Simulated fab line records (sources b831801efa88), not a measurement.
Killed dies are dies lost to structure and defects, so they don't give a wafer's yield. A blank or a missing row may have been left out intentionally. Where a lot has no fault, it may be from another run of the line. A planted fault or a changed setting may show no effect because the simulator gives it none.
Matching of chambers -- flow gf180mcu -- GF_V3_CMP_26 on cmp-02 has 4 sister chambers
The step polishes, stops on SiO2, t overpolish 15 s, target thk 0 nm. 8 wafers are shown with their chamber, then 7 later ones without.

WAFERS WITH THEIR CHAMBER
wafer,chamber,motor current A (A),overpolish run s (s)
L265.6,3,10.4,15.013
L268.6,2,10.7,14.998
L271.2,0,11.2,15.019
L272.2,3,11.0,15.011
L272.5,1,9.1,14.996
L272.6,0,12.3,15.007
L276.3,2,10.9,14.998
L276.4,1,9.6,14.985

WAFERS WITHOUT THEIR CHAMBER
wafer,motor current A (A),overpolish run s (s)
L276.5,10.9,15.008
L285.2,10.0,15.005
L285.3,9.3,14.984
L285.5,9.6,14.989
L286.2,8.9,15.020
L286.5,9.6,15.005
L286.6,12.0,15.003

WHICH CHAMBER EACH ONE RAN IN
wafer,from the rows above,in truth
L276.5,can't be placed: 3 or 2 or 0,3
L285.2,can't be placed: 3 or 2 or 1 or 0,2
L285.3,1,1
L285.5,1,1
L286.2,can't be placed: 3 or 1 or 2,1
L286.5,can't be placed: 1 or 3 or 2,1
L286.6,can't be placed: 0 or 2 or 3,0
Placed correctly: 2 of 7. Cannot be placed on the basis of these rows: 5; the candidates contain the true chamber in 5. Number placed wrongly: 0.
How it was worked out, from the rows above alone: a wafer's distance from a chamber is the root of the sum, over the readings, of the square of ((its reading less the chamber's mean) divided by the reading's scatter). If the next closest chamber is less than 2 further off than the closest, the wafer can't be placed; otherwise it belongs to the closest. A chamber's mean is the mean of its shown wafers. The scatter: the root of (the sum of the squares of (reading less its chamber's mean) over the shown wafers, divided by (wafers less chambers)).
